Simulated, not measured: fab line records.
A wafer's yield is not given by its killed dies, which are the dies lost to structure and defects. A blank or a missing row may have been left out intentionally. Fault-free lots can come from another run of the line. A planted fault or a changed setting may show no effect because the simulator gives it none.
Problem report, 8D (eight disciplines) form, completed by code + flow sky130 + the parts of the form that need people (team, actions taken, sign-off) are left out

1. PROBLEM STATEMENT
biasW at SKY_METAL2_ETCH_18 reads a mean of 105.69 W on 6 wafers of 2 lots; wafers without a fault read 99.98 W with a standard deviation of 0.29. Measured from the usual mean, that is +20 standard deviations.
The step: etches BARC in N2/H2, stops on SiO2, time 45.9 s, target depth 60 nm.
First seen on wafer L534.2, day 40 21:31, on rieMetal-04. The record has a number at this step for 36 wafers belonging to 12 lots. The rule behind "out" and "out of limits": a value lying over 4 standard deviations away from the usual mean. All remaining wafers that have a number are taken as sound.

2. WHAT IT IS AND WHAT IT IS NOT
| question                    | is                     | is not                                                                        |
|-----------------------------|------------------------|-------------------------------------------------------------------------------|
| which readings at this step | biasW                  | drypumpMotorCurrentA, h2FlowSccm, oesProductAu, rfFwdPowerW, throttleValvePct |
| which lots                  | L534, L535             | L518, L519, L520, L521, L522, L523, L524, L525, L528, L532                    |
| which wafers of those lots  | all that have a number | -                                                                             |
| read on which tools         | rieMetal-04            | rieMetal-01, rieMetal-02                                                      |
| when                        | from day 40 21:31      | up to then (30 sound wafers)                                                  |

3. THE SUSPECTS, EACH WITH WHAT RULES IT OUT
Counting: a tool at any process step up to the reading remains a suspect when it ran all the lots that are out and ran no sound lot after the first of those.
- rieMetal-04 at SKY_METAL2_ETCH_18 (etches BARC in N2/H2, stops on SiO2, time 45.9 s, target depth 60 nm): kept. It processed each lot that is out, first L534 at day 40 21:31, and no sound lot thereafter; up to then, the last sound lot it processed was L528 at day 39 06:24. Out on those wafers are its own readings of biasW.
Remaining after the count: rieMetal-04 at SKY_METAL2_ETCH_18.

4. THE CAUSE (what the simulator had put in)
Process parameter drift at SKY_METAL2_ETCH_18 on rieMetal-04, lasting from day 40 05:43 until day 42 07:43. Setting biasW shifted by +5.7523 from 100. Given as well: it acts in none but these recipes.
The count eliminated every tool but this one.

5. THE EFFECT CHAIN, in route order
Each row: a reading whose mean over the struck wafers that have a number lies more than 3 standard deviations from the usual. Scope: only readings with a usual standard deviation given in the record; hours: median across lots of the time from each lot's start at the first step in this table that gives one to its start at this step; sigmas: change in usual standard deviations.
| hours | step               | reading | usual   | on struck wafers | change | sigmas |
|-------|--------------------|---------|---------|------------------|--------|--------|
| 0     | SKY_METAL2_ETCH_18 | biasW   | 99.98 W | 105.69           | +5.71  | +20    |
Process steps it contains:
- SKY_METAL2_ETCH_18: etches BARC in N2/H2, stops on SiO2, time 45.9 s, target depth 60 nm.

6. WHAT WOULD HAVE CAUGHT IT SOONER
In this record no reading fell out of limits until day 40 21:31, 16 hours after the fault had begun at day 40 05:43.
